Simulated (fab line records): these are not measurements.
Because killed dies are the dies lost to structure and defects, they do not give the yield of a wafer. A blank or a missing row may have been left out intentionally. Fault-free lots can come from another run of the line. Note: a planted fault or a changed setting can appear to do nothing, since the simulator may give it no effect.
Chamber matching / flow gf180mcu / GF_CONTACT_CMP_27 on cmp-02 has 4 sister chambers
The step polishes, stops on SiO2, t overpolish 15 s, target thk 0 nm. 4 wafers are shown with their chamber, then 9 later ones without.

EACH WAFER AND ITS CHAMBER
wafer=L110.1; chamber=2; motor-current-A (A)=11.4
wafer=L113.5; chamber=3; motor-current-A (A)=11.5
wafer=L114.2; chamber=0; motor-current-A (A)=12.6
wafer=L114.6; chamber=1; motor-current-A (A)=11.2

WAFERS WHOSE CHAMBER IS MISSING
wafer=L116.1; motor-current-A (A)=12.0
wafer=L116.2; motor-current-A (A)=11.1
wafer=L116.3; motor-current-A (A)=11.2
wafer=L120.1; motor-current-A (A)=11.8
wafer=L120.4; motor-current-A (A)=11.2
wafer=L120.5; motor-current-A (A)=11.2
wafer=L123.1; motor-current-A (A)=11.4
wafer=L123.2; motor-current-A (A)=13.5
wafer=L123.4; motor-current-A (A)=11.0

EACH ONE'S CHAMBER
wafer=L116.1; from the rows above=can't be placed: 3 or 0 or 2 or 1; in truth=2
wafer=L116.2; from the rows above=can't be placed: 1 or 2 or 3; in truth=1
wafer=L116.3; from the rows above=can't be placed: 1 or 2 or 3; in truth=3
wafer=L120.1; from the rows above=can't be placed: 3 or 2 or 1 or 0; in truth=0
wafer=L120.4; from the rows above=can't be placed: 1 or 2 or 3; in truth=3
wafer=L120.5; from the rows above=can't be placed: 1 or 2 or 3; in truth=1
wafer=L123.1; from the rows above=can't be placed: 2 or 3 or 1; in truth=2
wafer=L123.2; from the rows above=0; in truth=0
wafer=L123.4; from the rows above=can't be placed: 1 or 2 or 3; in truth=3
Placed correctly: 1 of 9. These rows do not allow placing 8 (true chamber among the candidates in 8). Placed wrongly: 0.
How it was worked out, from the rows above alone: a wafer's distance from a chamber is the root of the sum, over the readings, of the square of ((its reading less the chamber's mean) divided by the reading's scatter). If the next closest chamber is less than 2 further off than the closest, the wafer can't be placed; otherwise it belongs to the closest. Each chamber's mean is taken over the wafers shown for it. The scatter: root of mean squared gap, hidden wafer to nearest shown wafer, with one shown wafer a chamber.
